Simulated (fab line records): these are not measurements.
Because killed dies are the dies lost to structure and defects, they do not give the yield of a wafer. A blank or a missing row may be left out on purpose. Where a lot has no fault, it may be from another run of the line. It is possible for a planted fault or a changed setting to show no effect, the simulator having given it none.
fab line records | flow sky130 | part 1 of 2: steps 1 to 29 of 39
record lots=5 | wafers=15 | lastDay=50
route steps=708 shown METAL3@565 VIA3@573 METAL4@598 CAP2M@603
lots with no fault: from the same line, run without faults
startH: hours from the record's opening day to when the first of the lot's shown wafers began | waitH: hours elapsed since this lot's preceding step | " repeats the value in the row above | L1.1+2: a row that stands for several wafers | - either no value or no given start | * or withheld: withheld | < > ~ a bound
route shown NAME@n: names a module that has steps shown in the file, with the first one's number in the route | usual: mean/standard deviation of fault-free wafers | same: alike in all rows | chamber/n: place in a boat | sites: per-site readings | _std_site: how widely they spread, as a standard deviation | _edge_site: outer sites' mean less inner sites' | radiusMm: for every site, how far away it sits from the centre of the wafer | mask NAME#n: copy n | behind: the most recent tool/chamber to have shaped the wafer | hold: why the lot went on hold/how many hours it stayed there/how the hold came to an end | device: which transistor (n, p or np) failed to switch | end of line: tests of these same wafers at the route's end | a step without rows: its recipe alone | killed: dies that structure and defects cost at the first sort, which is not the same as the wafer's yield | map: shows each die of a wafer: x if killed, . if not, _ if none is there
set.NAME: the setting as run; set.NAME@STEP: as run at that earlier step | model.NAME: the simulator's own value behind a step, which no gauge read
lots at selected steps of the route; one table per step, one row per wafer
services: from which hour (startH, from the record's first day; less than 0 if before it) a tool's chamber was out of use, for how many hours, and why
## steps
# step SKY_METAL3_DESCUM_15
# recipe chemistry=O2 | sourcePowerW=150 | biasPowerW=0 | pressureMtorr=10 | tempC=40 | timeS=8
# usual drypumpMotorCurrentA=5.9/0.38 | oesProductAu=1.004/0.0093
lot.wafer | tool        | chamber | startH  | waitH | drypumpMotorCurrentA | oesProductAu | rfHoursCounterH
L075.2    | rieMetal-03 | 0       | 899.43  | 0.0   | 5.7                  | 1.011        | 18
L075.3    | "           | 1       | "       | "     | 5.6                  | 0.996        | -
L075.4    | "           | 0       | "       | "     | 5.7                  | 1.006        | -
L076.1    | rieMetal-02 | 0       | 908.98  | 0.0   | 6.3                  | 0.992        | 2
L076.2    | "           | 1       | "       | "     | 6.4                  | 0.996        | 20
L076.6    | "           | 0       | "       | "     | 6.3                  | 0.997        | -
L092.1    | rieMetal-04 | 1       | 1015.79 | 0.0   | 6.0                  | 1.015        | 8
L092.3    | "           | 0       | "       | "     | 5.3                  | 1.002        | -
L092.6    | "           | 1       | "       | "     | 6.0                  | 1.010        | -
L091.1    | rieMetal-03 | 0       | 1019.58 | 0.0   | 5.6                  | 0.990        | 4
L091.3    | "           | 1       | "       | "     | 5.6                  | 0.993        | -
L091.6    | "           | 1       | "       | "     | 5.6                  | 1.007        | -
L096.3    | rieMetal-03 | 1       | 1044.34 | 0.0   | 5.6                  | 1.002        | -
L096.4    | "           | 0       | "       | "     | 5.7                  | 0.988        | -
L096.6    | "           | 0       | "       | "     | 5.7                  | 0.993        | -
# step SKY_METAL3_ETCH_16
# recipe chemistry=N2/H2 | target=BARC | ionEnergyEv=200 | biasW=100 | pressureMtorr=30 | n2FlowSccm=100 | h2FlowSccm=200 | icpW=500 | stopOn=SiO2 | timeS=88.2 | targetDepthA=600
# usual drypumpMotorCurrentA=5.9/0.38 | oesProductAu=0.625/0.005 | throttleValvePct=13.205/0.0095
lot.wafer | tool        | chamber | startH  | waitH | drypumpMotorCurrentA | oesProductAu | rfHoursCounterH | throttleValvePct
L075.2    | rieMetal-03 | 0       | 899.46  | 0.0   | 5.7                  | 0.630        | 18              | 13.219
L075.3    | "           | 1       | "       | "     | 5.6                  | 0.617        | -               | 13.209
L075.4    | "           | 0       | "       | "     | 5.7                  | 0.617        | -               | 13.203
L076.1    | rieMetal-02 | 0       | 909.01  | 0.0   | 6.4                  | 0.626        | 2               | 13.219
L076.2    | "           | 1       | "       | "     | 6.4                  | 0.620        | 20              | 13.194
L076.6    | "           | 0       | "       | "     | 6.4                  | 0.627        | -               | 13.216
L092.1    | rieMetal-04 | 1       | 1015.82 | 0.0   | 6.0                  | 0.630        | 8               | 13.205
L092.3    | "           | 0       | "       | "     | 5.3                  | 0.619        | -               | 13.201
L092.6    | "           | 1       | "       | "     | 6.0                  | 0.618        | -               | 13.215
L091.1    | rieMetal-03 | 0       | 1019.61 | 0.0   | 5.7                  | 0.635        | 4               | 13.212
L091.3    | "           | 1       | "       | "     | 5.6                  | 0.628        | -               | 13.215
L091.6    | "           | 1       | "       | "     | 5.6                  | 0.627        | -               | 13.208
L096.3    | rieMetal-03 | 1       | 1044.39 | 0.0   | 5.6                  | 0.624        | -               | 13.214
L096.4    | "           | 0       | "       | "     | 5.7                  | 0.625        | -               | 13.208
L096.6    | "           | 0       | "       | "     | 5.7                  | 0.618        | -               | 13.198
# step SKY_METAL3_ETCH_17
# recipe target=SiO2 | stopOn=TiN | chemistry=C4F8/O2/Ar | sourceW=1500 | biasW=1200 | pressureMtorr=40 | c4f8FlowSccm=withheld | O2_flow_sccm=6 | Ar_flow_sccm=300 | timeS=3.9 | targetDepthA=150
# usual oesProductAu=0.754/0.0086
lot.wafer | tool       | chamber | startH  | waitH | oesProductAu | rfHoursCounterH
L075.2    | rieDiel-01 | 1       | 899.56  | 0.1   | 0.750        | 16
L075.3    | "          | 0       | "       | "     | 0.764        | 17
L075.4    | "          | 2       | "       | "     | 0.761        | 10
L076.1    | rieDiel-02 | 1       | 909.11  | 0.1   | 0.749        | 15
L076.2    | "          | 0       | "       | "     | 0.756        | 17
L076.6    | "          | 1       | "       | "     | 0.754        | -
L092.1    | rieDiel-02 | 3       | 1015.92 | 0.1   | 0.746        | 16
L092.3    | "          | 1       | "       | "     | 0.735        | 17
L092.6    | "          | 0       | "       | "     | 0.747        | -
L091.1    | rieDiel-01 | 1       | 1019.71 | 0.1   | 0.745        | 21
L091.3    | "          | 3       | "       | "     | 0.749        | 23
L091.6    | "          | 2       | "       | "     | 0.748        | -
L096.3    | rieDiel-02 | 0       | 1044.46 | 0.0   | 0.743        | 20
L096.4    | "          | 1       | "       | "     | 0.750        | 18
L096.6    | "          | 3       | "       | "     | 0.748        | -
# step SKY_METAL3_METAL_ETCH_18
# recipe targetDepthA=8450 | stopOn=SiO2 | overEtchFrac=0.3 | timeS=183.1 | chemistry=Cl2/BCl3 | resistSidewallDeg=88 | pressureMtorr=10 | icpW=900 | biasW=48.5 | Cl2_flow_sccm=60 | bcl3FlowSccm=30
# usual drypumpMotorCurrentA=5.9/0.43 | oesProductAu=0.865/0.0057 | throttleValvePct=22.265/0.0082
lot.wafer | tool        | chamber | startH  | waitH | drypumpMotorCurrentA | oesProductAu | rfHoursCounterH | throttleValvePct
L075.2    | rieMetal-02 | 1       | 899.58  | 0.0   | 6.4                  | 0.856        | 20              | 22.252
L075.3    | "           | 0       | "       | "     | 6.4                  | 0.858        | -               | 22.277
L075.4    | "           | 1       | "       | "     | 6.5                  | 0.856        | -               | 22.274
L076.1    | rieMetal-04 | 0       | 909.13  | 0.0   | 5.3                  | 0.863        | 6               | 22.271
L076.2    | "           | 1       | "       | "     | 6.0                  | 0.849        | 3               | 22.267
L076.6    | "           | 1       | "       | "     | 6.0                  | 0.868        | -               | 22.278
L092.1    | rieMetal-03 | 1       | 1015.94 | 0.0   | 5.6                  | 0.877        | 15              | 22.260
L092.3    | "           | 1       | "       | "     | 5.6                  | 0.869        | -               | 22.260
L092.6    | "           | 1       | "       | "     | 5.6                  | 0.870        | -               | 22.268
L091.1    | rieMetal-02 | 0       | 1019.73 | 0.0   | 6.3                  | 0.867        | 11              | 22.259
L091.3    | "           | 0       | "       | "     | 6.3                  | 0.863        | -               | 22.267
L091.6    | "           | 0       | "       | "     | 6.3                  | 0.863        | -               | 22.277
L096.3    | rieMetal-04 | 0       | 1044.54 | 0.1   | 5.3                  | 0.865        | -               | 22.278
L096.4    | "           | 1       | "       | "     | 6.0                  | 0.864        | -               | 22.263
L096.6    | "           | 1       | "       | "     | 6.0                  | 0.862        | -               | 22.268
# step SKY_METAL3_STRIP_19
# recipe chemistry=O2/N2 | powerW=1400 | pressureMtorr=1500 | platenTempC=withheld | o2FlowSccm=3000 | n2FlowSccm=300 | overashFraction=0.5
# usual drypumpMotorCurrentA=5.7/0.32 | oesProductAu=0.501/0.0058 | stripTimeToEndpointS=6.50/0.085
lot.wafer | tool           | chamber | startH  | waitH | drypumpMotorCurrentA | oesProductAu | rfHoursCounterH | stripTimeToEndpointS
L075.2    | plasmaAsher-04 | 0       | 899.75  | 0.1   | 5.2                  | 0.508        | 104             | 6.65
L075.3    | "              | 0       | "       | "     | 5.3                  | 0.504        | -               | 6.62
L075.4    | "              | 1       | "       | "     | 5.9                  | 0.504        | -               | 6.63
L076.1    | plasmaAsher-02 | 0       | 909.30  | 0.1   | 5.8                  | 0.488        | 79              | 6.38
L076.2    | "              | 1       | "       | "     | 5.6                  | 0.486        | 79              | 6.43
L076.6    | "              | 0       | "       | "     | 5.8                  | 0.498        | -               | 6.36
L092.1    | plasmaAsher-04 | 0       | 1016.11 | 0.1   | 5.3                  | 0.502        | 116             | 6.48
L092.3    | "              | 0       | "       | "     | 5.3                  | 0.496        | -               | 6.49
L092.6    | "              | 1       | "       | "     | 5.9                  | 0.496        | -               | 6.50
L091.1    | plasmaAsher-01 | 0       | 1019.90 | 0.1   | 6.4                  | 0.498        | 28              | 6.40
L091.3    | "              | 0       | "       | "     | 6.4                  | 0.499        | -               | 6.41
L091.6    | "              | 1       | "       | "     | 6.0                  | 0.490        | -               | 6.44
L096.3    | plasmaAsher-04 | 0       | 1044.69 | 0.1   | 5.2                  | 0.500        | -               | 6.40
L096.4    | "              | 1       | "       | "     | 5.9                  | 0.492        | -               | 6.42
L096.6    | "              | 0       | "       | "     | 5.3                  | 0.500        | -               | 6.35
# step SKY_METAL3_STRIP_20
# recipe chemistry=postEtchResidueRemover | timeS=1200 | tempC=72.5
lot.wafer  | tool        | chamber | startH  | waitH
L075.2+3+4 | wetBench-02 | 3       | 899.85  | 0.1
L076.1+2+6 | wetBench-04 | 1       | 909.40  | 0.1
L092.1+3+6 | wetBench-04 | 0       | 1016.21 | 0.1
L091.1+3+6 | wetBench-04 | 1       | 1020.00 | 0.1
L096.3+4+6 | wetBench-03 | 1       | 1044.75 | 0.0
# step SKY_METAL3_CLEAN_21
# recipe chemistry=IPA | timeS=180 | tempC=25
lot.wafer  | tool        | chamber | startH  | waitH
L075.2+3+4 | wetBench-02 | 3       | 900.19  | 0.0
L076.1+2+6 | wetBench-02 | 0       | 909.81  | 0.0
L092.1+3+6 | wetBench-02 | 2       | 1016.56 | 0.0
L091.1+3+6 | wetBench-02 | 2       | 1020.38 | 0.0
L096.3+4+6 | wetBench-04 | 3       | 1045.10 | 0.0
# step SKY_METAL3_CLEAN_22
# recipe chemistry=O3/DIW | dry=n2Spin
lot.wafer  | tool        | chamber | startH  | waitH
L075.2+3+4 | wetBench-02 | 0       | 900.26  | 0.0
L076.1+2+6 | wetBench-03 | 2       | 909.87  | 0.0
L092.1+3+6 | wetBench-03 | 2       | 1016.61 | 0.0
L091.1+3+6 | wetBench-03 | 0       | 1020.44 | 0.0
L096.3+4+6 | wetBench-02 | 2       | 1045.16 | 0.0
# step SKY_VIA3_HDPCVD_00
# recipe material=SiO2 | targetThkNm=1635 | sigmaOpenFrac=0.3 | timeS=272.5 | tempC=400 | sih4FlowSccm=60 | pressureMtorr=6
lot.wafer  | tool      | chamber | startH  | waitH
L075.2+3+4 | hdpcvd-02 | 2,1,0   | 900.36  | 0.0
L076.1+2+6 | hdpcvd-02 | 0,1,1   | 909.96  | 0.0
L092.1+3+6 | hdpcvd-02 | 0,1,1   | 1016.71 | 0.0
L091.1+3+6 | hdpcvd-02 | 2,1,0   | 1020.54 | 0.0
L096.3+4+6 | hdpcvd-01 | 1,1,2   | 1045.25 | 0.0
# step SKY_VIA3_THK_MEAS_01
# recipe reads=SiO2_of_VIA3_HDPCVD_00
# usual VIA3_HDPCVD_THK=1637/17
lot.wafer | tool         | chamber | startH  | waitH | VIA3_HDPCVD_THK[nm]
L075.2    | filmMetro-01 | -       | 900.54  | 0.1   | 1635
L075.3    | "            | -       | "       | "     | 1638
L075.4    | "            | -       | "       | "     | 1659
L076.1    | filmMetro-01 | -       | 910.22  | 0.2   | 1652
L076.2    | "            | -       | "       | "     | 1653
L076.6    | "            | -       | "       | "     | 1644
L092.1    | filmMetro-04 | -       | 1016.88 | 0.1   | 1655
L092.3    | "            | -       | "       | "     | 1634
L092.6    | "            | -       | "       | "     | 1649
L091.1    | filmMetro-01 | -       | 1020.70 | 0.1   | 1629
L091.3    | "            | -       | "       | "     | 1621
L091.6    | "            | -       | "       | "     | 1632
L096.3    | filmMetro-04 | -       | 1045.44 | 0.1   | 1630
L096.4    | "            | -       | "       | "     | 1635
L096.6    | "            | -       | "       | "     | 1588
# step SKY_VIA3_CMP_02
# recipe material=SiO2 | downForcePsi=4 | platenRpm=60 | padVelocityMS=0.94248
# usual motorCurrentA=12.7/1
lot.wafer | tool   | chamber | startH  | waitH | motorCurrentA
L075.2    | cmp-01 | 3       | 900.64  | 0.1   | 12.7
L075.3    | "      | 0       | "       | "     | 13.4
L075.4    | "      | 1       | "       | "     | 13.6
L076.1    | cmp-02 | 0       | 910.33  | 0.1   | 11.2
L076.2    | "      | 2       | "       | "     | 13.0
L076.6    | "      | 3       | "       | "     | 14.1
L092.1    | cmp-01 | 3       | 1017.04 | 0.1   | 12.3
L092.3    | "      | 0       | "       | "     | 13.8
L092.6    | "      | 1       | "       | "     | 14.0
L091.3    | cmp-02 | 0       | 1020.86 | 0.1   | 11.3
L091.1    | "      | 1       | "       | "     | 10.7
L091.6    | "      | 2       | "       | "     | 11.8
L096.3    | cmp-01 | 3       | 1045.53 | 0.1   | 12.6
L096.4    | "      | 0       | "       | "     | 13.5
L096.6    | "      | 2       | "       | "     | 12.8
# step SKY_VIA3_BOW_MEAS_03
# recipe mode=bow
# usual VIA3_BOW=78/7.8
lot.wafer | tool         | chamber | startH  | waitH | VIA3_BOW[um]
L075.2    | filmMetro-02 | -       | 900.91  | 0.2   | 84
L075.3    | "            | -       | "       | "     | 86
L075.4    | "            | -       | "       | "     | 81
L076.1    | filmMetro-02 | -       | 910.58  | 0.2   | 83
L076.2    | "            | -       | "       | "     | 79
L076.6    | "            | -       | "       | "     | 65
L092.1    | filmMetro-01 | -       | 1017.24 | 0.1   | 80
L092.3    | "            | -       | "       | "     | 71
L092.6    | "            | -       | "       | "     | 65
L091.1    | filmMetro-02 | -       | 1021.06 | 0.1   | 73
L091.3    | "            | -       | "       | "     | 75
L091.6    | "            | -       | "       | "     | 90
L096.3    | filmMetro-04 | -       | 1045.82 | 0.2   | 84
L096.4    | "            | -       | "       | "     | 68
L096.6    | "            | -       | "       | "     | 76
# step SKY_VIA3_DEHYDRATE_04
# recipe tempC=200 | timeS=60
lot.wafer  | tool          | chamber | startH  | waitH
L075.2+3+4 | lithoTrack-02 | 0       | 912.50  | 11.6
L076.1+2+6 | lithoTrack-04 | 0       | 921.76  | 11.2
L092.1+3+6 | lithoTrack-04 | 0       | 1028.67 | 11.4
L091.1+3+6 | lithoTrack-04 | 0       | 1032.52 | 11.4
L096.3+4+6 | lithoTrack-02 | 0       | 1056.52 | 10.7
# step SKY_VIA3_HMDS_05
# recipe primeTimeS=60 | primeTempC=120
lot.wafer  | tool          | chamber | startH  | waitH
L075.2+3+4 | lithoTrack-02 | 0       | 912.65  | 0.1
L076.1+2+6 | lithoTrack-04 | 0       | 921.91  | 0.1
L092.1+3+6 | lithoTrack-04 | 0       | 1028.82 | 0.1
L091.1+3+6 | lithoTrack-04 | 0       | 1032.67 | 0.1
L096.3+4+6 | lithoTrack-02 | 0       | 1056.67 | 0.1
# step SKY_VIA3_COAT_06
# recipe resist=BARC | tempC=withheld | timeS=withheld | spinRpm=3000 | resistThkNm=60
lot.wafer  | tool          | chamber | startH  | waitH
L075.2+3+4 | lithoTrack-02 | 0       | 912.80  | 0.1
L076.1+2+6 | lithoTrack-04 | 0       | 922.06  | 0.1
L092.1+3+6 | lithoTrack-04 | 0       | 1028.97 | 0.1
L091.1+3+6 | lithoTrack-04 | 0       | 1032.82 | 0.1
L096.3+4+6 | lithoTrack-02 | 0       | 1056.82 | 0.1
# step SKY_VIA3_COAT_07
# recipe resist=KrF-thick | spinRpm=3000 | resistThkNm=450
lot.wafer  | tool          | chamber | startH | waitH
L075.2+3+4 | lithoTrack-02 | 0       | -      | -
L076.1+2+6 | lithoTrack-04 | 0       | -      | -
L092.1+3+6 | lithoTrack-04 | 0       | -      | -
L091.1+3+6 | lithoTrack-04 | 0       | -      | -
L096.3+4+6 | lithoTrack-02 | 0       | -      | -
# step SKY_VIA3_SOFTBAKE_08
# recipe tempC=100 | timeS=90 | resist=KrF-thick
lot.wafer  | tool          | chamber | startH | waitH
L075.2+3+4 | lithoTrack-02 | 0       | -      | -
L076.1+2+6 | lithoTrack-04 | 0       | -      | -
L092.1+3+6 | lithoTrack-04 | 0       | -      | -
L091.1+3+6 | lithoTrack-04 | 0       | -      | -
L096.3+4+6 | lithoTrack-02 | 0       | -      | -
# step SKY_VIA3_EXPOSE_09
# recipe maskId=VIM3 | na=0.8 | sourceShape=annular | sigmaInner=0.55 | sigmaOuter=0.85 | targetCdNm=200 | doseMj=38
lot.wafer  | tool          | chamber | startH | waitH | mask
L075.2+3+4 | krfScanner-02 | 0       | -      | -     | VIM3#0
L076.1+2+6 | krfScanner-01 | 0       | -      | -     | VIM3#0
L092.1+3+6 | krfScanner-02 | 0       | -      | -     | VIM3#0
L091.1+3+6 | krfScanner-02 | 0       | -      | -     | VIM3#0
L096.3+4+6 | krfScanner-02 | 0       | -      | -     | VIM3#0
# step SKY_VIA3_PEB_10
# recipe pebTempC=withheld | pebTimeS=withheld | resist=KrF-thick
lot.wafer  | tool          | chamber | startH | waitH
L075.2+3+4 | lithoTrack-02 | 0       | -      | -
L076.1+2+6 | lithoTrack-03 | 0       | -      | -
L092.1+3+6 | lithoTrack-04 | 0       | -      | -
L091.1+3+6 | lithoTrack-03 | 0       | -      | -
L096.3+4+6 | lithoTrack-04 | 0       | -      | -
# step SKY_VIA3_DEVELOP_11
# recipe developTimeS=60 | resist=KrF-thick | devTempC=21
lot.wafer  | tool          | chamber | startH | waitH
L075.2+3+4 | lithoTrack-02 | 0       | -      | -
L076.1+2+6 | lithoTrack-03 | 0       | -      | -
L092.1+3+6 | lithoTrack-04 | 0       | -      | -
L091.1+3+6 | lithoTrack-03 | 0       | -      | -
L096.3+4+6 | lithoTrack-04 | 0       | -      | -
# step SKY_VIA3_CD_MEAS_12
# recipe targetCdNm=200
# usual cdNm=200.5/1.3
lot.wafer | tool     | chamber | startH  | waitH | cdNm
L075.2    | cdSem-02 | -       | 925.19  | -     | 202.4
L075.3    | "        | -       | "       | "     | 201.4
L075.4    | "        | -       | "       | "     | 201.8
L076.1    | cdSem-01 | -       | 934.88  | -     | 200.5
L076.2    | "        | -       | "       | "     | 201.2
L076.6    | "        | -       | "       | "     | 201.7
L092.1    | cdSem-02 | -       | 1040.22 | -     | 200.8
L092.3    | "        | -       | "       | "     | 201.8
L092.6    | "        | -       | "       | "     | 201.4
L091.1    | cdSem-02 | -       | 1043.83 | -     | 200.2
L091.3    | "        | -       | "       | "     | 200.1
L091.6    | "        | -       | "       | "     | 200.8
L096.3    | cdSem-01 | -       | 1067.81 | -     | 203.3
L096.4    | "        | -       | "       | "     | 202.2
L096.6    | "        | -       | "       | "     | 200.4
# step SKY_VIA3_OVL_MEAS_13
# usual VIA3_OVL=0/5
lot.wafer | tool       | chamber | startH  | waitH | VIA3_OVL[nm]
L075.2    | overlay-01 | -       | 925.30  | 0.1   | -2
L075.3    | "          | -       | "       | "     | 2
L075.4    | "          | -       | "       | "     | 5
L076.1    | overlay-02 | -       | 935.00  | 0.1   | -3
L076.2    | "          | -       | "       | "     | -3
L076.6    | "          | -       | "       | "     | -1
L092.1    | overlay-02 | -       | 1040.34 | 0.1   | 3
L092.3    | "          | -       | "       | "     | 2
L092.6    | "          | -       | "       | "     | 11
L091.1    | overlay-02 | -       | 1043.95 | 0.1   | 0
L091.3    | "          | -       | "       | "     | -8
L091.6    | "          | -       | "       | "     | 11
L096.3    | overlay-01 | -       | 1067.90 | 0.1   | -5
L096.4    | "          | -       | "       | "     | 1
L096.6    | "          | -       | "       | "     | -1
# step SKY_VIA3_ETCH_14
# recipe chemistry=N2/H2 | target=BARC | ionEnergyEv=200 | sourceW=500 | biasW=100 | pressureMtorr=30 | n2FlowSccm=100 | h2FlowSccm=200 | stopOn=SiO2 | timeS=45.9 | targetDepthA=600
# usual drypumpMotorCurrentA=5.7/0.44 | oesProductAu=0.854/0.0048 | throttleValvePct=13.225/0.0092
lot.wafer | tool       | chamber | startH  | waitH | drypumpMotorCurrentA | oesProductAu | rfHoursCounterH | throttleValvePct
L075.2    | rieDiel-04 | 3       | 925.33  | 0.0   | 5.8                  | 0.854        | 3               | 13.247
L075.3    | "          | 2       | "       | "     | 6.0                  | 0.848        | 10              | 13.221
L075.4    | "          | 0       | "       | "     | 6.4                  | 0.853        | -               | 13.219
L076.1    | rieDiel-01 | 2       | 935.04  | 0.0   | 5.4                  | 0.855        | 11              | 13.227
L076.2    | "          | 3       | "       | "     | 5.0                  | 0.858        | 21              | 13.233
L076.6    | "          | 3       | "       | "     | 5.1                  | 0.869        | -               | 13.230
L092.1    | rieDiel-04 | 2       | 1040.37 | 0.0   | 5.9                  | 0.856        | 14              | 13.221
L092.3    | "          | 3       | "       | "     | 5.7                  | 0.848        | 6               | 13.207
L092.6    | "          | 2       | "       | "     | 6.0                  | 0.858        | -               | 13.224
L091.1    | rieDiel-03 | 2       | 1043.99 | 0.0   | 6.2                  | 0.854        | 25              | 13.209
L091.3    | "          | 0       | "       | "     | 5.1                  | 0.857        | 17              | 13.230
L091.6    | "          | 3       | "       | "     | 5.9                  | 0.854        | -               | 13.210
L096.3    | rieDiel-01 | 3       | 1067.92 | 0.0   | 5.1                  | 0.850        | 25              | 13.214
L096.4    | "          | 1       | "       | "     | 5.3                  | 0.854        | -               | 13.218
L096.6    | "          | 0       | "       | "     | 6.4                  | 0.861        | -               | 13.228
# step SKY_VIA3_ETCH_15
# recipe target=SiO2 | chemistry=C4F8/O2/Ar | targetDepthNm=507 | stopOn=TiN | maskMaterial=KrF-thick | sourceW=1500 | biasW=1200 | pressureMtorr=40 | c4f8FlowSccm=withheld | O2_flow_sccm=6 | Ar_flow_sccm=300 | timeS=78
# usual oesProductAu=0.945/0.0047
lot.wafer | tool       | chamber | startH  | waitH | oesProductAu
L075.2    | rieDiel-04 | 3       | 925.37  | 0.0   | 0.950
L075.3    | "          | 2       | "       | "     | 0.943
L075.4    | "          | 0       | "       | "     | 0.951
L076.1    | rieDiel-01 | 2       | 935.08  | 0.0   | 0.951
L076.2    | "          | 3       | "       | "     | 0.946
L076.6    | "          | 3       | "       | "     | 0.944
L092.1    | rieDiel-04 | 2       | 1040.41 | 0.0   | 0.948
L092.3    | "          | 3       | "       | "     | 0.943
L092.6    | "          | 2       | "       | "     | 0.944
L091.1    | rieDiel-03 | 2       | 1044.03 | 0.0   | 0.947
L091.3    | "          | 0       | "       | "     | 0.941
L091.6    | "          | 3       | "       | "     | 0.949
L096.3    | rieDiel-01 | 3       | 1067.96 | 0.0   | 0.950
L096.4    | "          | 1       | "       | "     | 0.947
L096.6    | "          | 0       | "       | "     | 0.942
# step SKY_VIA3_STRIP_16
# recipe chemistry=O2/N2 | powerW=1400 | pressureMtorr=1500 | platenTempC=withheld | o2FlowSccm=3000 | n2FlowSccm=300 | overashFraction=0.5
# usual drypumpMotorCurrentA=5.8/0.38 | oesProductAu=0.402/0.0055 | stripTimeToEndpointS=4.140/0.029
lot.wafer | tool           | chamber | startH  | waitH | drypumpMotorCurrentA | oesProductAu | rfHoursCounterH | stripTimeToEndpointS
L075.2    | plasmaAsher-04 | 1       | 925.43  | 0.0   | 5.8                  | 0.409        | 107             | 4.137
L075.3    | "              | 0       | "       | "     | 5.3                  | 0.399        | -               | 4.146
L075.4    | "              | 1       | "       | "     | 5.8                  | 0.396        | -               | 4.130
L076.1    | plasmaAsher-03 | 0       | 935.14  | 0.0   | 6.4                  | 0.392        | 49              | 4.104
L076.2    | "              | 1       | "       | "     | 6.0                  | 0.408        | 49              | 4.155
L076.6    | "              | 0       | "       | "     | 6.5                  | 0.400        | -               | 4.138
L092.1    | plasmaAsher-04 | 1       | 1040.47 | 0.0   | 5.8                  | 0.392        | 117             | 4.134
L092.3    | "              | 1       | "       | "     | 5.9                  | 0.407        | -               | 4.152
L092.6    | "              | 0       | "       | "     | 5.3                  | 0.405        | -               | 4.148
L091.1    | plasmaAsher-02 | 0       | 1044.09 | 0.0   | 5.8                  | 0.404        | 93              | 4.097
L091.3    | "              | 0       | "       | "     | 5.9                  | 0.402        | -               | 4.167
L091.6    | "              | 1       | "       | "     | 5.6                  | 0.398        | -               | 4.104
L096.3    | plasmaAsher-04 | 0       | 1068.06 | 0.1   | 5.2                  | 0.399        | -               | 4.141
L096.4    | "              | 1       | "       | "     | 5.8                  | 0.412        | -               | 4.166
L096.6    | "              | 0       | "       | "     | 5.3                  | 0.409        | -               | 4.138
# step SKY_VIA3_STRIP_17
# recipe chemistry=postEtchResidueRemover | timeS=1200 | tempC=72.5
lot.wafer  | tool        | chamber | startH  | waitH
L075.2+3+4 | wetBench-02 | 1       | 925.53  | 0.1
L076.1+2+6 | wetBench-02 | 0       | 935.24  | 0.1
L092.1+3+6 | wetBench-02 | 2       | 1040.57 | 0.1
L091.1+3+6 | wetBench-01 | 3       | 1044.19 | 0.1
L096.3+4+6 | wetBench-04 | 2       | 1068.12 | 0.0
# step SKY_VIA3_CLEAN_18
# recipe chemistry=IPA | timeS=180 | tempC=25
lot.wafer  | tool        | chamber | startH  | waitH
L075.2+3+4 | wetBench-04 | 1       | 925.87  | 0.0
L076.1+2+6 | wetBench-01 | 1       | 935.58  | 0.0
L092.1+3+6 | wetBench-04 | 1       | 1040.92 | 0.0
L091.1+3+6 | wetBench-04 | 3       | 1044.56 | 0.0
L096.3+4+6 | wetBench-01 | 3       | 1068.53 | 0.0
# step SKY_VIA3_CLEAN_19
# recipe chemistry=O3/DIW | dry=n2Spin
lot.wafer  | tool        | chamber | startH  | waitH
L075.2+3+4 | wetBench-01 | 1       | 925.93  | 0.0
L076.1+2+6 | wetBench-04 | 1       | 935.71  | 0.0
L092.1+3+6 | wetBench-01 | 0       | 1040.98 | 0.0
L091.1+3+6 | wetBench-02 | 2       | 1044.63 | 0.0
L096.3+4+6 | wetBench-04 | 0       | 1068.59 | 0.0
# step SKY_VIA3_SPUTTER_20
# recipe material=TiN | targetThkNm=20 | chamberPressurePa=5 | powerW=4000 | timeS=80
# usual throttleValvePct=30.1/1.5
lot.wafer | tool          | chamber | startH  | waitH | throttleValvePct
L075.2    | pvdSputter-03 | -       | 926.03  | 0.0   | 32.1
L075.3    | "             | -       | "       | "     | 27.6
L075.4    | "             | -       | "       | "     | 29.7
L076.1    | pvdSputter-03 | -       | 935.80  | 0.0   | 32.1
L076.2    | "             | -       | "       | "     | 27.3
L076.6    | "             | -       | "       | "     | 30.3
L092.1    | pvdSputter-01 | -       | 1041.07 | 0.0   | 31.3
L092.3    | "             | -       | "       | "     | 29.5
L092.6    | "             | -       | "       | "     | 29.6
L091.1    | pvdSputter-01 | -       | 1044.72 | 0.0   | 33.3
L091.3    | "             | -       | "       | "     | 31.0
L091.6    | "             | -       | "       | "     | 30.9
L096.3    | pvdSputter-01 | -       | 1068.70 | 0.0   | 31.1
L096.4    | "             | -       | "       | "     | 29.9
L096.6    | "             | -       | "       | "     | 31.0
